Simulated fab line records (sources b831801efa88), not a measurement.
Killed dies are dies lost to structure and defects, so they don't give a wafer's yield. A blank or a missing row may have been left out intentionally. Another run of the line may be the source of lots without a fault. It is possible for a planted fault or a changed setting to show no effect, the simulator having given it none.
Which tool was responsible?	flow sky130	6 lots, 18 wafers sampled, at 3 steps of a route of 708

== WHAT THE GAUGES SHOWED, per wafer ==
SKY_POLY_CUT_OVL_MEAS_09.
lot	measured	on	POLY_CUT_OVL (nm)
L171	day 25 16:15	overlay-01	1 -5 1
L173	day 26 13:02	overlay-02	0 -3 -6
L176	day 27 17:36	overlay-02	-2 7 -4
L180	day 28 21:14	overlay-01	2 -3 -5
L187	day 30 23:32	overlay-02	-2 -3 -1
L190	day 32 03:23	overlay-02	-3 2 3

== WHAT TOOL EACH LOT RAN ON (gives the tool, then ch and the chambers of the sampled wafers, and finally the start) ==
lot	SKY_FIELD_ISO_CMP_27	SKY_LDD_N_IMPLANT_08
L171	cmp-01 ch 1,2, day 3 07:29	implanter-01 ch 0, day 19 01:57
L173	cmp-01 ch 0,1,2, day 3 17:44	implanter-02 ch 0, day 20 05:01
L176	cmp-02 ch 0,2, day 4 06:35	implanter-02 ch 0, day 20 20:41
L180	cmp-02 ch 0,1, day 5 04:21	implanter-01 ch 0, day 22 18:52
L187	cmp-02 ch 1,2,3, day 6 17:06	implanter-02 ch 0, day 24 22:42
L190	cmp-02 ch 0,1,2, day 7 12:07	implanter-03 ch 0, day 26 05:57
- SKY_FIELD_ISO_CMP_27: polishes, stops on Si3N4, t overpolish 16 s, target thk 457.8 nm.
- SKY_LDD_N_IMPLANT_08

== THE ANSWER, worked out from the rows above alone ==
Rule: usual is defined by the lots themselves. Put in order of their means at a reading, lots are off if they are a third of the lots or fewer, leave a main group of 4 or more, and stand apart from it by a gap of 3 or more times the standard deviation of the main group's means; of several such gaps the widest counts. Not used: any main group whose means are identical at the precision the tables above print for the reading. A lot without any number at a reading at which 4 lots or more have one is off too. Any other lot the step has rows for is counted as sound.
Across all readings shown, no lot is off: no conclusion can be drawn from this.

== WHAT WAS PUT IN BY THE SIMULATOR ==
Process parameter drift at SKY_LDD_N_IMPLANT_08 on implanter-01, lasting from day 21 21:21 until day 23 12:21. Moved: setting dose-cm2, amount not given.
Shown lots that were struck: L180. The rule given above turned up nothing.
